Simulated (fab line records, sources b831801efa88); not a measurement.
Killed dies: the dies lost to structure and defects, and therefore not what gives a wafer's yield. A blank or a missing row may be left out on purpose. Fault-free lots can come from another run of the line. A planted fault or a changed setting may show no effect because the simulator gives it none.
Chamber matching || flow gf180mcu || 3 sister chambers for GF_MIM_CVD_05 on pecvd-03
The step deposits Si3N4, target thk 42 nm, time 29.086 s. 6 wafers are shown with their chamber, then 7 later ones without.

EACH WAFER AND ITS CHAMBER
{"wafer": "L846.3", "chamber": 1, "heater-power-w (W)": 606}
{"wafer": "L852.2", "chamber": 2, "heater-power-w (W)": 467}
{"wafer": "L852.3", "chamber": 0, "heater-power-w (W)": 735}
{"wafer": "L852.5", "chamber": 0, "heater-power-w (W)": 710}
{"wafer": "L864.4", "chamber": 1, "heater-power-w (W)": 550}
{"wafer": "L864.5", "chamber": 2, "heater-power-w (W)": 462}

WAFERS MISSING THEIR CHAMBER
{"wafer": "L864.6", "heater-power-w (W)": 758}
{"wafer": "L865.2", "heater-power-w (W)": 794}
{"wafer": "L865.4", "heater-power-w (W)": 497}
{"wafer": "L865.6", "heater-power-w (W)": 800}
{"wafer": "L866.4", "heater-power-w (W)": 791}
{"wafer": "L866.5", "heater-power-w (W)": 496}
{"wafer": "L866.6", "heater-power-w (W)": 512}

EACH ONE'S CHAMBER
{"wafer": "L864.6", "from the rows above": 0, "in truth": 0}
{"wafer": "L865.2", "from the rows above": 0, "in truth": 0}
{"wafer": "L865.4", "from the rows above": "can't be placed: 2 or 1", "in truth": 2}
{"wafer": "L865.6", "from the rows above": 0, "in truth": 0}
{"wafer": "L866.4", "from the rows above": 0, "in truth": 0}
{"wafer": "L866.5", "from the rows above": 2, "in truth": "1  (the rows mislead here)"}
{"wafer": "L866.6", "from the rows above": "can't be placed: 2 or 1", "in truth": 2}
Placed correctly: 4 of 7. From these rows, 2 cannot be placed; in 2 the true chamber is one of the candidates. Wrongly placed: 1.
How it was worked out, from the rows above alone: a wafer's distance from a chamber is the root of the sum, over the readings, of the square of ((its reading less the chamber's mean) divided by the reading's scatter). The wafer belongs to the nearest chamber; if the next one is less than 2 further off, it can't be placed. For every chamber, the mean is computed from those of its wafers that are shown. The scatter is the square root of a quotient: the sum, over the shown wafers, of each reading's squared deviation from its chamber's mean, divided by wafers minus chambers.
